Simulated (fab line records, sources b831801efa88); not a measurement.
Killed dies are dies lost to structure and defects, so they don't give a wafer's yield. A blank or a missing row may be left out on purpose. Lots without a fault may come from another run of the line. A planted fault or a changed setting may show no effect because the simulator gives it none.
Which tool did it? | flow gf180mcu | 6 lots, 18 wafers sampled, at 2 steps of a route of 602

WHAT THE GAUGES READ, wafer by wafer
GF_HV_LDD_THK_MEAS_57.
lot  | measured     | on            | HV_LDD_CVD_56_THK (nm)
L463 | day 13 13:44 | film_metro-01 | 89.5 89.5 89.4
L465 | day 14 04:52 | film_metro-02 | 89.6 89.5 89.6
L469 | day 15 11:09 | film_metro-02 | 90.4 90.8 90.9
L473 | day 16 23:00 | film_metro-01 | 90.7 90.2 90.6
L478 | day 18 10:46 | film_metro-04 | 98.5 98.3 99.7 98.6 98.3 99.7
L483 | day 20 07:29 | film_metro-04 | 91.2 91.0 91.1

WHICH TOOL RAN EACH LOT (tool, then ch and the chambers of the sampled wafers, then the start)
lot  | GF_HV_LDD_CVD_56
L463 | lpcvd-02 ch 0, day 13 12:18
L465 | lpcvd-02 ch 1, day 14 03:25
L469 | lpcvd-01 ch 0, day 15 09:43
L473 | lpcvd-01 ch 0, day 16 21:34
L478 | lpcvd-02 ch 0, day 18 09:19
L483 | lpcvd-01 ch 0, day 20 06:03
- GF_HV_LDD_CVD_56: deposits Si3N4 from DCS/NH3, target thk 90 nm, time 1543 s.

THE ANSWER, worked out from the rows above alone
Rule: what is usual is taken from the lots themselves. Put in order of their means at a reading, lots are off if they are a third of the lots or fewer, leave a main group of 4 or more, and stand apart from it by a gap of 3 or more times the standard deviation of the main group's means; of several such gaps the widest counts. A main group whose means are all the same, to the digits that the tables above print for the reading, isn't used. A lot without any number at a reading at which 4 lots or more have one is off too. The other lots that the step has rows for count as sound.
Off: L478, at GF_HV_LDD_THK_MEAS_57 (HV_LDD_CVD_56_THK). The main group: mean 90.3 nm, standard deviation 0.64.
A tool fits if, at a process step before that reading, it ran every lot that is off, and no sound lot after the first of them. The gauges at GF_HV_LDD_THK_MEAS_57 are tried like those tools. One fits: lpcvd-02 at GF_HV_LDD_CVD_56. Its last sound lot is L465 (day 14 03:25), its first lot that is off L478 (day 18 09:19): a fault that began between those two fits.

WHAT THE SIMULATOR HAD PUT IN
Process parameter drift: lpcvd-02, from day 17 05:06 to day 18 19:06, at GF_HV_LDD_CVD_56. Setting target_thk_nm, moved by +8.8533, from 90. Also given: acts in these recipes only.
Lots struck among those shown: L478. The rule above found the same.
